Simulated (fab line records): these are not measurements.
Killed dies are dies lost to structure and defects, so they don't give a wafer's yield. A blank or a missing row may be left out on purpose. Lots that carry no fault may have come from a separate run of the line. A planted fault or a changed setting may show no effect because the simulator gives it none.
fab line records    flow sfq_line    part 1 of 2: steps 1 to 29 of 39
record: lots: 5  wafers: 15  last_day: 80
route steps=325 shown M1@66 I1@73 M2@88 I2@103
lots with no fault: from the same line, run without faults
start_h: the number of hours between the record's first day and the start of the first shown wafer of the lot    wait_h: how many hours have passed since the lot's step before this one    " unchanged from the row above    L1.1+2: a row that stands for several wafers    - no value present, or no start provided    * or withheld: withheld    < > ~ a bound
route shown NAME@n: names a module that has steps shown in the file, with the first one's number in the route    usual: average and standard deviation across the fault-free wafers    same: alike in all rows    chamber/n: place in a boat    sites: each site's reading    _std_site: the standard deviation of these    _edge_site: inner sites' mean taken away from outer sites' mean    radius_mm: for every site, how far away it sits from the centre of the wafer    mask NAME#n: copy n    behind: tool/chamber where the wafer was last shaped    hold: cause of the lot's hold/its duration in hours/its outcome    device: the transistor (n, p or np) that didn't switch    end of line: the tests these same wafers got at the end of their route    a step with no rows: only its recipe    killed: dies lost to structure and defects at the first sort, not the wafer's yield    map: the dies of a wafer, with x for killed, . for not killed, _ for no die there
set.NAME: setting as actually run; set.NAME@STEP: the setting as run at that earlier step    model.NAME: the simulator's own value behind a step, which no gauge read
a table for each step, a row for each wafer; lots at some steps of the route
services: a tool's chamber out of use, with start hour (start_h, from the record's first day; less than 0 if before it), hours out, and reason
== steps ==
step: SFQ_TRILAYER_M1_LITHO_PEB_042
recipe: peb_temp_c: 115  peb_time_s: 60  resist: KrF
lot.wafer   tool            chamber  start_h  wait_h
L076.1+2+6  litho_track-03  0        382.52   1.0
L078.1+4+6  litho_track-01  0        400.81   1.0
L081.2+4+5  litho_track-01  0        413.37   0.8
L088.3+4+5  litho_track-02  0        432.35   0.7
L094.1+3+6  litho_track-03  0        445.16   1.0
step: SFQ_TRILAYER_M1_LITHO_DEVELOP_041
recipe: time_s: 60  resist: KrF
lot.wafer   tool            chamber  start_h  wait_h
L076.1+2+6  litho_track-03  0        382.67   0.1
L078.1+4+6  litho_track-01  0        400.96   0.1
L081.2+4+5  litho_track-01  0        413.52   0.1
L088.3+4+5  litho_track-02  0        432.50   0.1
L094.1+3+6  litho_track-03  0        445.31   0.1
step: SFQ_M1_OVL_MEAS_911
usual: M1_OVL: 8/5.2
lot.wafer  tool        chamber  start_h  wait_h  M1_OVL[nm]
L076.1     overlay-02  -        382.82   0.1     6
L076.2     "           -        "        "       8
L076.6     "           -        "        "       16
L078.1     overlay-02  -        401.11   0.1     9
L078.4     "           -        "        "       8
L078.6     "           -        "        "       8
L081.2     overlay-02  -        413.65   0.1     4
L081.4     "           -        "        "       8
L081.5     "           -        "        "       10
L088.3     overlay-01  -        432.61   0.1     13
L088.4     "           -        "        "       5
L088.5     "           -        "        "       7
L094.1     overlay-01  -        445.46   0.1     0
L094.3     "           -        "        "       4
L094.6     "           -        "        "       0
step: SFQ_TRILAYER_M1_BARC_OPEN_METAL_ETCH_054
recipe: mask_material: PR  chemistry: O2  target_depth_nm: 125  target: BARC  icp_w: 600  bias_w: 80  pressure_mtorr: 10  time_s: 41.7
usual: drypump_motor_current_A: 5.8/0.41  oes_product_au: 0.685/0.0044
lot.wafer  tool          chamber  start_h  wait_h  drypump_motor_current_A  oes_product_au  rf_hours_counter_h
L076.1     rie_metal-03  1        382.86   0.0     6.3                      0.689           37
L076.2     "             0        "        "       5.6                      0.678           80
L076.6     "             0        "        "       5.5                      0.685           -
L078.1     rie_metal-01  1        401.15   0.0     5.7                      0.685           110
L078.4     "             1        "        "       5.7                      0.675           -
L078.6     "             1        "        "       5.7                      0.683           -
L081.2     rie_metal-03  1        413.68   0.0     6.3                      0.684           42
L081.4     "             0        "        "       5.5                      0.687           -
L081.5     "             1        "        "       6.3                      0.686           -
L088.3     rie_metal-01  0        432.66   0.0     5.7                      0.687           -
L088.4     "             1        "        "       5.7                      0.685           -
L088.5     "             0        "        "       5.7                      0.684           -
L094.1     rie_metal-01  0        445.49   0.0     5.8                      0.686           82
L094.3     "             0        "        "       5.8                      0.680           -
L094.6     "             0        "        "       5.8                      0.690           -
step: SFQ_TRILAYER_M1_ETCH_METAL_ETCH_042
recipe: target: Nb  stop_on: SiO2  mask_material: PR  chemistry: Cl2/Ar  target_depth_nm: 240  icp_w: 600  bias_w: 80  pressure_mtorr: 10  time_s: 120
usual: drypump_motor_current_A: 5.8/0.41  oes_product_au: 0.893/0.0074
lot.wafer  tool          chamber  start_h  wait_h  drypump_motor_current_A  oes_product_au  rf_hours_counter_h
L076.1     rie_metal-03  1        382.92   0.0     6.3                      0.889           37
L076.2     "             0        "        "       5.6                      0.905           81
L076.6     "             0        "        "       5.5                      0.899           -
L078.1     rie_metal-01  1        401.21   0.0     5.7                      0.891           110
L078.4     "             1        "        "       5.8                      0.897           -
L078.6     "             1        "        "       5.7                      0.892           -
L081.2     rie_metal-03  1        413.74   0.0     6.3                      0.901           42
L081.4     "             0        "        "       5.5                      0.901           -
L081.5     "             1        "        "       6.3                      0.890           -
L088.3     rie_metal-01  0        432.74   0.1     5.8                      0.898           -
L088.4     "             1        "        "       5.7                      0.895           -
L088.5     "             0        "        "       5.7                      0.897           -
L094.1     rie_metal-01  0        445.55   0.0     5.8                      0.882           82
L094.3     "             0        "        "       5.8                      0.885           -
L094.6     "             0        "        "       5.7                      0.891           -
step: SFQ_TRILAYER_M1_STRIP_STRIP_043
recipe: gas: O2  power_w: 200  platen_temp_c: 40  overash_fraction: 0.65  chemistry: O2  pressure_mtorr: 50
usual: drypump_motor_current_A: 5.8/0.41  oes_product_au: 1.000/0.0097
lot.wafer  tool          chamber  start_h  wait_h  drypump_motor_current_A  oes_product_au  rf_hours_counter_h
L076.1     rie_metal-03  1        383.04   0.1     6.3                      1.011           37
L076.2     "             0        "        "       5.6                      1.004           81
L076.6     "             0        "        "       5.6                      1.008           -
L078.1     rie_metal-01  1        401.34   0.1     5.7                      0.998           110
L078.4     "             1        "        "       5.8                      0.997           -
L078.6     "             1        "        "       5.7                      1.002           -
L081.2     rie_metal-03  1        413.87   0.1     6.3                      1.013           42
L081.4     "             0        "        "       5.6                      0.997           -
L081.5     "             1        "        "       6.3                      1.019           -
L088.3     rie_metal-01  0        433.02   0.2     5.8                      1.000           -
L088.4     "             1        "        "       5.7                      0.988           -
L088.5     "             0        "        "       5.7                      0.998           -
L094.1     rie_metal-01  0        445.68   0.1     5.8                      0.987           83
L094.3     "             0        "        "       5.8                      0.996           -
L094.6     "             0        "        "       5.8                      0.996           -
step: SFQ_TRILAYER_M1_STRIP_SOLV_CLEAN_044
recipe: chemistry: NMP  temp_c: 70  time_s: 600
lot.wafer   tool          chamber  start_h  wait_h
L076.1+2+6  wet_bench-03  2,4,5    383.64   0.4
L078.1+4+6  wet_bench-01  4,6,5    401.94   0.4
L081.2+4+5  wet_bench-02  6,3,2    414.47   0.4
L088.3+4+5  wet_bench-01  6,5,3    433.42   0.2
L094.1+3+6  wet_bench-02  0,1,5    446.28   0.4
step: SFQ_TRILAYER_I1_DEP_PECVD_045
recipe: material: SiO2  temp_c: 150  time_s: 111.11  pressure_torr: 2.4  rf_w: 183.3  precursor: SiH4/N2O  target_thk_nm: 500
usual: chamber_pressure_Torr: 2.400/0.0054  heater_power_w: 80/7.5  throttle_valve_pct: 26.0/2.3
lot.wafer  tool      chamber  start_h  wait_h  chamber_pressure_Torr  heater_power_w  throttle_valve_pct
L076.1     pecvd-01  0        383.83   0.0     2.408                  77              23.3
L076.2     "         1        "        "       2.399                  84              22.7
L076.6     "         1        "        "       2.402                  87              22.5
L078.1     pecvd-01  1        402.11   0.0     2.393                  90              23.0
L078.4     "         1        "        "       2.386                  93              22.8
L078.6     "         0        "        "       2.403                  77              23.1
L081.2     pecvd-03  1        414.64   0.0     2.400                  81              24.3
L081.4     "         0        "        "       2.402                  70              30.2
L081.5     "         2        "        "       2.406                  76              27.6
L088.3     pecvd-03  0        433.60   0.0     2.400                  75              30.2
L088.4     "         2        "        "       2.401                  91              27.5
L088.5     "         0        "        "       2.405                  79              30.2
L094.1     pecvd-02  1        446.45   0.0     2.405                  86              27.0
L094.3     "         0        "        "       2.403                  81              26.6
L094.6     "         2        "        "       2.405                  73              25.2
step: SFQ_TRILAYER_I1_CMP_CMP_046
recipe: material: SiO2  down_force_psi: 3  platen_rpm: 60  pad_velocity_m_s: 0.94248
usual: motor_current_A: 10.2/0.89  time_to_endpoint_s: 215/6.8
lot.wafer  tool    chamber  start_h  wait_h  motor_current_A  time_to_endpoint_s
L076.1     cmp-02  1        384.68   0.8     8.8              212
L076.2     "       0        386.18   2.3     10.9             202
L076.6     "       2        387.18   3.3     9.7              209
L078.1     cmp-02  2        402.69   0.5     9.6              213
L078.4     "       3        "        "       10.3             212
L078.6     "       2        404.69   2.5     9.9              225
L081.2     cmp-02  0        416.54   1.9     10.9             217
L081.4     "       1        "        "       9.0              226
L081.5     "       0        418.54   3.8     10.7             218
L088.4     cmp-01  2        435.64   2.0     9.1              215
L088.3     "       3        "        "       10.7             226
L088.5     "       1        437.14   3.5     11.1             215
L094.3     cmp-02  2        448.51   2.0     9.4              208
L094.1     "       0        449.51   3.0     10.8             206
L094.6     "       3        451.01   4.5     9.7              217
step: SFQ_I1_BOW_MEAS_912
recipe: mode: bow
usual: I1_BOW: 1/7.9
lot.wafer  tool           chamber  start_h  wait_h  I1_BOW[um]
L076.1     film_metro-04  -        387.68   2.5     5
L076.2     "              -        "        "       12
L076.6     "              -        "        "       1
L078.1     film_metro-02  -        405.19   2.0     8
L078.4     "              -        "        "       -2
L078.6     "              -        "        "       -2
L081.2     film_metro-02  -        419.56   2.5     4
L081.4     "              -        "        "       10
L081.5     "              -        "        "       3
L088.3     film_metro-01  -        438.18   1.5     13
L088.4     "              -        "        "       13
L088.5     "              -        "        "       5
L094.1     film_metro-02  -        451.51   1.5     9
L094.3     "              -        "        "       0
L094.6     "              -        "        "       9
step: SFQ_TRILAYER_I1_METRO_MEASURE_047
usual: thk_nm: 199.9/0.91
lot.wafer  tool           chamber  start_h  wait_h  thk_nm
L076.1     film_metro-04  -        387.80   0.1     201.0
L076.2     "              -        "        "       199.6
L076.6     "              -        "        "       199.7
L078.1     film_metro-02  -        405.31   0.1     199.6
L078.4     "              -        "        "       198.2
L078.6     "              -        "        "       199.5
L081.2     film_metro-02  -        419.86   0.3     200.3
L081.4     "              -        "        "       200.7
L081.5     "              -        "        "       199.5
L088.3     film_metro-01  -        438.66   0.5     200.0
L088.4     "              -        "        "       198.4
L088.5     "              -        "        "       199.4
L094.1     film_metro-02  -        451.63   0.1     200.0
L094.3     "              -        "        "       200.5
L094.6     "              -        "        "       200.0
step: SFQ_TRILAYER_I1_VIA_LITHO_COAT_054
recipe: resist: BARC  spin_rpm: 3000  resist_thk_nm: 62
lot.wafer   tool            chamber  start_h  wait_h
L076.1+2+6  litho_track-01  0        389.00   1.0
L078.1+4+6  litho_track-04  0        406.51   1.0
L081.2+4+5  litho_track-02  0        420.91   0.8
L088.3+4+5  litho_track-04  0        439.56   0.7
L094.1+3+6  litho_track-01  0        452.83   1.0
step: SFQ_TRILAYER_I1_VIA_LITHO_COAT_049
recipe: resist: KrF  spin_rpm: 3000  resist_thk_nm: 650
lot.wafer   tool            chamber  start_h  wait_h
L076.1+2+6  litho_track-01  0        389.30   0.2
L078.1+4+6  litho_track-04  0        406.81   0.2
L081.2+4+5  litho_track-02  0        421.21   0.2
L088.3+4+5  litho_track-04  0        439.86   0.2
L094.1+3+6  litho_track-01  0        453.13   0.2
step: SFQ_TRILAYER_I1_VIA_LITHO_SOFTBAKE_053
recipe: temp_c: withheld  time_s: withheld  resist: KrF
lot.wafer   tool            chamber  start_h  wait_h
L076.1+2+6  litho_track-01  0        389.60   0.2
L078.1+4+6  litho_track-04  0        407.11   0.2
L081.2+4+5  litho_track-02  0        421.48   0.2
L088.3+4+5  litho_track-04  0        440.11   0.2
L094.1+3+6  litho_track-01  0        453.43   0.2
step: SFQ_TRILAYER_I1_VIA_LITHO_EXPOSE_050
recipe: mask_id: I1  na: 0.6  source_shape: conventional  sigma_outer: 0.65  target_cd_nm: 500  dose_mj: 21.3
usual: focus_offset_nm: -0.1/0.51
lot.wafer  tool            chamber  start_h  wait_h  mask  focus_offset_nm
L076.1     krf_scanner-02  0        538.89   -       I1#0  -0.9
L076.2     "               0        "        "       I1#0  0.6
L076.6     "               0        "        "       I1#0  -0.8
L078.1     krf_scanner-01  0        561.62   -       I1#0  -0.3
L078.4     "               0        "        "       I1#0  -0.3
L078.6     "               0        "        "       I1#0  -0.5
L081.2     krf_scanner-02  0        579.95   -       I1#0  0.1
L081.4     "               0        "        "       I1#0  -0.1
L081.5     "               0        "        "       I1#0  0.1
L088.3     krf_scanner-01  0        599.82   -       I1#0  -0.2
L088.4     "               0        "        "       I1#0  -0.2
L088.5     "               0        "        "       I1#0  -1.1
L094.1     krf_scanner-01  0        607.82   -       I1#0  0.1
L094.3     "               0        "        "       I1#0  0.3
L094.6     "               0        "        "       I1#0  0.8
step: SFQ_TRILAYER_I1_VIA_LITHO_PEB_052
recipe: peb_temp_c: 115  peb_time_s: 60  resist: KrF
lot.wafer   tool            chamber  start_h  wait_h
L076.1+2+6  litho_track-01  0        540.09   1.0
L078.1+4+6  litho_track-04  0        562.82   1.0
L081.2+4+5  litho_track-04  0        580.97   0.8
L088.3+4+5  litho_track-02  0        600.67   0.7
L094.1+3+6  litho_track-02  0        609.02   1.0
step: SFQ_TRILAYER_I1_VIA_LITHO_DEVELOP_051
recipe: time_s: 60  resist: KrF
lot.wafer   tool            chamber  start_h  wait_h
L076.1+2+6  litho_track-01  0        540.24   0.1
L078.1+4+6  litho_track-04  0        562.97   0.1
L081.2+4+5  litho_track-04  0        581.12   0.1
L088.3+4+5  litho_track-02  0        600.82   0.1
L094.1+3+6  litho_track-02  0        609.17   0.1
step: SFQ_I1_OVL_MEAS_913
usual: I1_OVL: 4/5.5
lot.wafer  tool        chamber  start_h  wait_h  I1_OVL[nm]
L076.1     overlay-02  -        540.39   0.1     3
L076.2     "           -        "        "       3
L076.6     "           -        "        "       4
L078.1     overlay-02  -        563.12   0.1     3
L078.4     "           -        "        "       2
L078.6     "           -        "        "       6
L081.2     overlay-01  -        581.25   0.1     3
L081.4     "           -        "        "       3
L081.5     "           -        "        "       5
L088.3     overlay-02  -        600.93   0.1     4
L088.4     "           -        "        "       -3
L088.5     "           -        "        "       0
L094.1     overlay-02  -        609.32   0.1     -3
L094.3     "           -        "        "       4
L094.6     "           -        "        "       7
step: SFQ_TRILAYER_I1_VIA_BARC_OPEN_VIA_ETCH_071
recipe: mask_material: PR  chemistry: O2  target_depth_nm: 125  target: BARC  source_w: 500  bias_w: 80  pressure_mtorr: 30  time_s: 41.7
usual: drypump_motor_current_A: 5.7/0.58  oes_product_au: 0.685/0.0047
lot.wafer  tool         chamber  start_h  wait_h  drypump_motor_current_A  oes_product_au  rf_hours_counter_h
L076.1     rie_diel-04  1        540.43   0.0     5.3                      0.689           72
L076.2     "            3        "        "       5.6                      0.679           8
L076.6     "            0        "        "       6.1                      0.684           -
L078.1     rie_diel-03  0        563.16   0.0     6.4                      0.689           15
L078.4     "            3        "        "       5.0                      0.682           1
L078.6     "            1        "        "       5.6                      0.685           -
L081.2     rie_diel-03  0        581.28   0.0     6.4                      0.687           15
L081.4     "            2        "        "       6.4                      0.681           1
L081.5     "            1        "        "       5.6                      0.693           -
L088.3     rie_diel-03  3        600.95   0.0     5.0                      0.683           2
L088.4     "            0        "        "       6.4                      0.680           16
L088.5     "            2        "        "       6.4                      0.689           -
L094.1     rie_diel-03  3        609.35   0.0     5.0                      0.686           2
L094.3     "            0        "        "       6.5                      0.685           16
L094.6     "            3        "        "       5.0                      0.683           -
step: SFQ_TRILAYER_I1_VIA_ETCH_VIA_ETCH_052
recipe: target: SiO2  stop_on: Nb  mask_material: PR  taper_deg: 20  chemistry: CHF3  target_depth_nm: 260  source_w: 500  bias_w: 80  pressure_mtorr: 30  time_s: withheld
usual: drypump_motor_current_A: 5.7/0.58  oes_product_au: 0.854/0.0053
lot.wafer  tool         chamber  start_h  wait_h  drypump_motor_current_A  oes_product_au
L076.1     rie_diel-04  1        540.47   0.0     5.4                      0.859
L076.2     "            3        "        "       5.6                      0.857
L076.6     "            0        "        "       6.1                      0.860
L078.1     rie_diel-03  0        563.20   0.0     6.4                      0.852
L078.4     "            3        "        "       5.0                      0.851
L078.6     "            1        "        "       5.6                      0.854
L081.2     rie_diel-03  0        581.32   0.0     6.4                      0.858
L081.4     "            2        "        "       6.4                      0.854
L081.5     "            1        "        "       5.6                      0.853
L088.3     rie_diel-03  3        600.99   0.0     5.0                      0.849
L088.4     "            0        "        "       6.4                      0.850
L088.5     "            2        "        "       6.3                      0.848
L094.1     rie_diel-03  3        609.39   0.0     5.0                      0.850
L094.3     "            0        "        "       6.4                      0.864
L094.6     "            3        "        "       5.0                      0.854
step: SFQ_TRILAYER_I1_VIA_STRIP_STRIP_053
recipe: gas: O2  power_w: 200  platen_temp_c: 40  overash_fraction: 0.65  chemistry: O2  pressure_mtorr: 50
usual: drypump_motor_current_A: 5.8/0.42  oes_product_au: 0.995/0.0078
lot.wafer  tool          chamber  start_h  wait_h  drypump_motor_current_A  oes_product_au  rf_hours_counter_h
L076.1     rie_metal-01  0        540.58   -       5.8                      0.988           96
L076.2     "             1        "        "       5.7                      0.991           131
L076.6     "             0        "        "       5.8                      0.996           -
L078.1     rie_metal-01  1        563.31   -       5.7                      0.996           135
L078.4     "             0        "        "       5.8                      0.988           -
L078.6     "             0        "        "       5.8                      0.977           -
L081.2     rie_metal-02  0        581.43   -       6.5                      0.999           25
L081.4     "             0        "        "       6.5                      0.992           -
L081.5     "             1        "        "       5.2                      1.001           -
L088.3     rie_metal-01  1        601.31   -       5.7                      0.992           -
L088.4     "             0        "        "       5.8                      0.992           -
L088.5     "             0        "        "       5.8                      1.003           -
L094.1     rie_metal-02  0        609.51   -       6.5                      1.000           29
L094.3     "             0        "        "       6.5                      0.998           -
L094.6     "             0        "        "       6.5                      1.002           -
step: SFQ_TRILAYER_I1_VIA_STRIP_SOLV_CLEAN_054
recipe: chemistry: NMP  temp_c: 70  time_s: 600
lot.wafer   tool          chamber  start_h  wait_h
L076.1+2+6  wet_bench-01  5,0,6    541.18   0.4
L078.1+4+6  wet_bench-04  3,6,2    563.91   0.4
L081.2+4+5  wet_bench-01  4,2,7    582.03   0.4
L088.3+4+5  wet_bench-03  6,4,3    601.71   0.2
L094.1+3+6  wet_bench-04  7,3,0    610.11   0.4
step: SFQ_TRILAYER_M2_DEP_PRE_CLEAN_056
recipe: gas: Ar  time_s: 22.5  bias_v: 250
lot.wafer   tool            chamber  start_h  wait_h
L076.1+2+6  pvd_sputter-04  -        541.35   0.0
L078.1+4+6  pvd_sputter-05  -        564.10   0.0
L081.2+4+5  pvd_sputter-05  -        582.21   0.0
L088.3+4+5  pvd_sputter-03  -        601.88   0.0
L094.1+3+6  pvd_sputter-03  -        610.30   0.0
step: SFQ_TRILAYER_M2_DEP_SPUTTER_055
recipe: material: Nb  base_pressure_pa: 1.33e-06  chamber_pressure_pa: 0.1333  substrate_temp_c: 20  resputter_cathode_voltage_v: 400  target_thk_nm: 200  power_w: 2000  time_s: 133.3
usual: substrate_temp_c: 20.01/0.11  throttle_valve_pct: 30.5/1.4
lot.wafer  tool            chamber  start_h  wait_h  substrate_temp_c  throttle_valve_pct
L076.1     pvd_sputter-04  -        541.38   0.0     19.88             31.2
L076.2     "               -        "        "       20.09             31.8
L076.6     "               -        "        "       20.09             30.4
L078.1     pvd_sputter-05  -        564.13   0.0     19.86             28.8
L078.4     "               -        "        "       20.14             30.0
L078.6     "               -        "        "       20.02             29.9
L081.2     pvd_sputter-05  -        582.24   0.0     20.01             32.9
L081.4     "               -        "        "       19.82             29.8
L081.5     "               -        "        "       20.02             28.8
L088.3     pvd_sputter-03  -        601.91   0.0     19.91             30.5
L088.4     "               -        "        "       20.07             32.0
L088.5     "               -        "        "       20.06             30.6
L094.1     pvd_sputter-03  -        610.33   0.0     19.94             30.7
L094.3     "               -        "        "       19.67             32.2
L094.6     "               -        "        "       19.83             32.3
step: SFQ_M2_RS_MEAS_914
recipe: thk_meas_gauge: four-point-probe  reads: Nb_of_TRILAYER_M2_DEP_SPUTTER_055
usual: M2_NB_RS: 0.898/0.0089
lot.wafer  tool           chamber  start_h  wait_h  M2_NB_RS[ohm/sq]
L076.1     film_metro-03  -        541.47   0.0     0.882
L076.2     "              -        "        "       0.884
L076.6     "              -        "        "       0.871
L078.1     film_metro-04  -        564.22   0.0     0.895
L078.4     "              -        "        "       0.902
L078.6     "              -        "        "       0.906
L081.2     film_metro-02  -        582.35   0.1     0.898
L081.4     "              -        "        "       0.902
L081.5     "              -        "        "       0.900
L088.3     film_metro-04  -        602.04   0.1     0.905
L088.4     "              -        "        "       0.899
L088.5     "              -        "        "       0.905
L094.1     film_metro-04  -        610.42   0.0     0.895
L094.3     "              -        "        "       0.899
L094.6     "              -        "        "       0.894
step: SFQ_TRILAYER_M2_LITHO_COAT_062
recipe: resist: BARC  spin_rpm: 3000  resist_thk_nm: 62
lot.wafer   tool            chamber  start_h  wait_h
L076.1+2+6  litho_track-01  0        541.65   0.1
L078.1+4+6  litho_track-04  0        564.40   0.1
L081.2+4+5  litho_track-04  0        582.56   0.1
L088.3+4+5  litho_track-04  0        602.28   0.1
L094.1+3+6  litho_track-01  0        610.60   0.1
step: SFQ_TRILAYER_M2_LITHO_COAT_057
recipe: resist: KrF  spin_rpm: 3000  resist_thk_nm: 600
lot.wafer   tool            chamber  start_h  wait_h
L076.1+2+6  litho_track-01  0        541.95   0.2
L078.1+4+6  litho_track-04  0        564.70   0.2
L081.2+4+5  litho_track-04  0        582.86   0.2
L088.3+4+5  litho_track-04  0        602.58   0.2
L094.1+3+6  litho_track-01  0        610.90   0.2
step: SFQ_TRILAYER_M2_LITHO_SOFTBAKE_061
recipe: temp_c: withheld  time_s: withheld  resist: KrF
lot.wafer   tool            chamber  start_h  wait_h
L076.1+2+6  litho_track-01  0        542.25   0.2
L078.1+4+6  litho_track-04  0        565.00   0.2
L081.2+4+5  litho_track-04  0        583.13   0.2
L088.3+4+5  litho_track-04  0        602.83   0.2
L094.1+3+6  litho_track-01  0        611.20   0.2
step: SFQ_TRILAYER_M2_LITHO_EXPOSE_058
recipe: mask_id: M2  na: 0.6  source_shape: conventional  sigma_outer: 0.65  target_cd_nm: 500  dose_mj: 14.4
usual: focus_offset_nm: 0.0/0.55
lot.wafer  tool            chamber  start_h  wait_h  mask  focus_offset_nm
L076.1     krf_scanner-01  0        543.62   -       M2#0  -0.6
L076.2     "               0        "        "       M2#0  -0.8
L076.6     "               0        "        "       M2#0  0.5
L078.1     krf_scanner-02  0        701.92   -       M2#0  -0.4
L078.4     "               0        "        "       M2#0  0.4
L078.6     "               0        "        "       M2#0  -0.7
L081.2     krf_scanner-02  0        716.52   -       M2#0  0.1
L081.4     "               0        "        "       M2#0  -0.8
L081.5     "               0        "        "       M2#0  0.1
L088.3     krf_scanner-01  0        738.16   -       M2#0  -0.2
L088.4     "               0        "        "       M2#0  -0.3
L088.5     "               0        "        "       M2#0  0.0
L094.1     krf_scanner-02  0        748.84   -       M2#0  -0.7
L094.3     "               0        "        "       M2#0  -0.5
L094.6     "               0        "        "       M2#0  0.7
